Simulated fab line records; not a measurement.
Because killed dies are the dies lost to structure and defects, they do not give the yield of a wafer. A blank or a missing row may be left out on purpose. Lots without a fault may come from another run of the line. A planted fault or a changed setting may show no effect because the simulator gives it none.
Struck lot and sound lot, side by side	flow sky130	26 steps out of a route of 708
Sound: wafers L221.2, L221.4, L221.6. The struck wafers were L230.2, L230.4, L230.6. The cause comes at the end.
At each step with rows: each side's tool, then ch and its chambers, then its first start. Under that, the readings that differ: sound wafers	struck wafers	difference of the means	sigmas: that difference in standard deviations of wafers without a fault.
alike: a reading whose means differ by less than 2 such deviations, as well as words and numbers matching on both sides. not compared: withheld readings; readings where some wafer has no value; bounds like >300 that might hide an equal value; numbers whose values overlap and for which the record gives no deviation.
A row with sigmas, a row that says differs or no value, or rows on one side alone: a step with any of these is where the two part. When numbers do not overlap yet have no deviation, they are printed without sigmas and do not part them. A reading that every wafer of one side lacks parts them only if that side has two wafers or more.

first, 1 step without rows for these wafers: SKY_LDD_P_IMPLANT_09.
SKY_LDD_P_STRIP_10: strips in O2/N2.
  sound on plasma_asher-02 ch 0,1, day 20 12:21; struck on plasma_asher-02 ch 0,1, day 24 07:33
  alike: chamber_pressure_mTorr, drypump_motor_current_A, oes_product_au, strip_time_to_endpoint_s
  not compared: rf_hours_counter_h
SKY_LDD_P_TW_MEAS_11:
  sound on film_metro-02 at day 20 12:28; struck on film_metro-02 at day 24 07:40
  alike: LDD_P_TW
then, 7 steps without rows for these wafers: SKY_LDD_HVN_DEHYDRATE_00 (time 60 s); SKY_LDD_HVN_HMDS_01 (prime time 60 s); SKY_LDD_HVN_COAT_02 (resist thk 300 nm); SKY_LDD_HVN_SOFTBAKE_03 (time 60 s); SKY_LDD_HVN_EXPOSE_04 (exposes mask HVNTM, target cd 700 nm); SKY_LDD_HVN_PEB_05; SKY_LDD_HVN_DEVELOP_06 (develop time 60 s).
SKY_LDD_HVN_OVL_MEAS_07:
  sound on overlay-01 at day 21 19:42; struck on overlay-01 at day 25 12:12
  alike: LDD_HVN_OVL
then, 1 step without rows for these wafers: SKY_LDD_HVN_IMPLANT_08.
SKY_LDD_HVN_STRIP_09: strips in O2/N2.
  sound on plasma_asher-04 ch 0,1, day 21 19:53; struck on plasma_asher-04 ch 0,1, day 25 12:23
  no value came back on the struck wafers for chamber_pressure_mTorr (mTorr), drypump_motor_current_A (A), oes_product_au (a.u.), strip_time_to_endpoint_s (s); on the sound wafers chamber_pressure_mTorr (mTorr) reads 1499.7 1501.5 1498.0
reading	sound	struck	difference	sigmas
model.NOVOLAK_of_LDD_HVN_COAT_02.thk_nm (nm)	0 0 0	299.1 299.2 298.9	+299.1	
  not compared: rf_hours_counter_h
SKY_LDD_HVN_TW_MEAS_10:
  sound on film_metro-03 at day 21 19:59; struck on film_metro-02 at day 25 12:29
  alike: LDD_HVN_TW
then, 7 steps without rows for these wafers: SKY_LDD_HVP_DEHYDRATE_00 (time 60 s); SKY_LDD_HVP_HMDS_01 (prime time 60 s); SKY_LDD_HVP_COAT_02 (resist thk 300 nm); SKY_LDD_HVP_SOFTBAKE_03 (time 60 s); SKY_LDD_HVP_EXPOSE_04 (exposes mask HVPTM, target cd 700 nm); SKY_LDD_HVP_PEB_05; SKY_LDD_HVP_DEVELOP_06 (develop time 60 s).
SKY_LDD_HVP_OVL_MEAS_07:
  sound on overlay-02 at day 23 02:12; struck on overlay-01 at day 26 16:21
  alike: LDD_HVP_OVL
then, 1 step without rows for these wafers: SKY_LDD_HVP_IMPLANT_08.
SKY_LDD_HVP_STRIP_09: strips in O2/N2.
  sound on plasma_asher-04 ch 0,1, day 23 02:23; struck on plasma_asher-02 ch 0,1, day 26 16:32
reading	sound	struck	difference	sigmas
oes_product_au (a.u.)	0.410 0.405 0.415	0.612 0.605 0.603	+0.197	+41
strip_time_to_endpoint_s (s)	4.139 4.127 4.113	8.948 8.934 8.941	+4.815	+99 or more
  alike: chamber_pressure_mTorr, drypump_motor_current_A
  not compared: rf_hours_counter_h
SKY_LDD_HVP_TW_MEAS_10:
  sound on film_metro-03 at day 23 02:29; struck on film_metro-04 at day 26 16:38
reading	sound	struck	difference	sigmas
LDD_HVP_TW	451 448 451	30 30 30	-420	-99 or more
then, 1 step without rows for these wafers: SKY_LDD_LDN_DEHYDRATE_00 (time 60 s).

== WHERE THEY PART ==
Last at SKY_LDD_HVP_TW_MEAS_10 as far as this record goes, first at SKY_LDD_HVN_STRIP_09.

WHY: the cause the simulator had injected
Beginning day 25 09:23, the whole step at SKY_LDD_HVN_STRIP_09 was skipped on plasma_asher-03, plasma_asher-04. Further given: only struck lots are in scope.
